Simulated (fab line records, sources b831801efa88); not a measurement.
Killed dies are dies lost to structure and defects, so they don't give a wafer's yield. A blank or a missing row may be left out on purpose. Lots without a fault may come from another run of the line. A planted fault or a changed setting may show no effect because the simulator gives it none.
Split-lot experiment | flow sfq_line | 5 lots, 23 wafers read, on a route of 325 steps

THE SPLIT
At SFQ_TRILAYER_JJ_CE_LITHO_COAT_114 (resist thk 600 nm), the setting resist_thk_nm was moved away from the recipe's 600 nm on 5 of the 23 wafers read, by -5.8% to -1.7%. The other wafers ran this setting at the recipe's value.

The reading is taken at the split's own step.

THE READING
KrF_of_TRILAYER_JJ_CE_LITHO_COAT_114.thk_nm (the simulator's own value, which no gauge read), in nm, at SFQ_TRILAYER_JJ_CE_LITHO_COAT_114 (resist thk 600 nm). The file gives no usual value for it. The 18 wafers here that ran the recipe average 600.4 nm, standard deviation 1.2 nm.

wafer  | tool, chamber at the split | resist_thk_nm as run, nm | against the recipe | KrF_of_TRILAYER_JJ_CE_LITHO_COAT_114.thk_nm, nm | against lot-mates on the recipe
L074.1 | litho_track-03, 0          | 600                      | recipe             | 598.8                                           | -
L074.4 | litho_track-03, 0          | 600                      | recipe             | 598.5                                           | -
L074.6 | litho_track-03, 0          | 600                      | recipe             | 599.1                                           | -
L077.1 | litho_track-03, 0          | 600                      | recipe             | 601.6                                           | -
L077.2 | litho_track-03, 0          | 600                      | recipe             | 600.8                                           | -
L077.4 | litho_track-03, 0          | 600                      | recipe             | 600.1                                           | -
L077.5 | litho_track-03, 0          | 600                      | recipe             | 602                                             | -
L077.6 | litho_track-03, 0          | 600                      | recipe             | 600.4                                           | -
L080.1 | litho_track-04, 0          | 589.7                    | -1.7%              | 586.9                                           | -12.2
L080.3 | litho_track-04, 0          | 589.7                    | -1.7%              | 586.9                                           | -12.2
L080.2 | litho_track-04, 0          | 589.7                    | -1.7%              | 587.3                                           | -11.8
L080.5 | litho_track-04, 0          | 600                      | recipe             | 599.3                                           | -
L080.6 | litho_track-04, 0          | 600                      | recipe             | 598.9                                           | -
L081.2 | litho_track-03, 0          | 600                      | recipe             | 601.2                                           | -
L081.3 | litho_track-03, 0          | 600                      | recipe             | 599                                             | -
L081.4 | litho_track-03, 0          | 600                      | recipe             | 602.5                                           | -
L081.5 | litho_track-03, 0          | 600                      | recipe             | 601.3                                           | -
L081.6 | litho_track-03, 0          | 600                      | recipe             | 599.8                                           | -
L083.1 | litho_track-04, 0          | 600                      | recipe             | 601.3                                           | -
L083.2 | litho_track-04, 0          | 565.5                    | -5.8%              | 566.1                                           | -35.0
L083.3 | litho_track-04, 0          | 600                      | recipe             | 600.7                                           | -
L083.4 | litho_track-04, 0          | 600                      | recipe             | 601.2                                           | -
L083.6 | litho_track-04, 0          | 565.5                    | -5.8%              | 565.2                                           | -35.9

THE FIT
A straight line over all 23 wafers: KrF_of_TRILAYER_JJ_CE_LITHO_COAT_114.thk_nm changes by +6.18 nm for each +1% of resist_thk_nm; r = +0.99; the points scatter about the line by 1.5 nm.
The same after taking each lot's own level away (the mean of its wafers on the recipe; 23 wafers): +6.23 nm for each +1%; r = +1.00; scatter 0.89 nm.
On that fit, the largest move of resist_thk_nm shifts the reading by 36 nm.
The lots' own levels span 598.80 to 601.07 nm, that is 1.9 times the standard deviation above.
So the lot-to-lot level changes the slope little: the two slopes agree.
Check: with one of the wafers moved furthest among these (-5.8%) left out of the fit, the line predicts -36.8 nm for it against its lot-mates. It came out at -35 nm against them.

OTHER SPLITS ON THESE WAFERS
These wafers also went through other splits before the reading. Each is held against what the fit with the lots' levels taken away leaves over:
other split on the same wafers                    | wafers away from the commonest value | r with KrF_of_TRILAYER_JJ_CE_LITHO_COAT_114.thk_nm (lot level and that fit taken away)
SFQ_TRILAYER_I2_VIA_BARC_OPEN_VIA_ETCH_096 bias_w | 2                                    | -0.13
SFQ_TRILAYER_I3_CMP_CMP_082 leave_above_ref_nm    | 11                                   | -0.18
SFQ_TRILAYER_I3_VIA_LITHO_PEB_088 peb_time_s      | 8                                    | +0.10
SFQ_TRILAYER_M4_DEP_SPUTTER_091 time_s            | 6                                    | +0.12
SFQ_TRILAYER_M4_BARC_OPEN_METAL_ETCH_123 icp_w    | 7                                    | +0.01
SFQ_TRILAYER_I4_CMP_CMP_100 leave_above_ref_nm    | 5                                    | -0.21
SFQ_TRILAYER_I4_VIA_BARC_OPEN_VIA_ETCH_146 bias_w | 6                                    | +0.18

THE FILE'S OWN FIT
KrF_of_TRILAYER_JJ_CE_LITHO_COAT_114.thk_nm changes by +6.23 nm for each +1% of resist_thk_nm, r = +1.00.
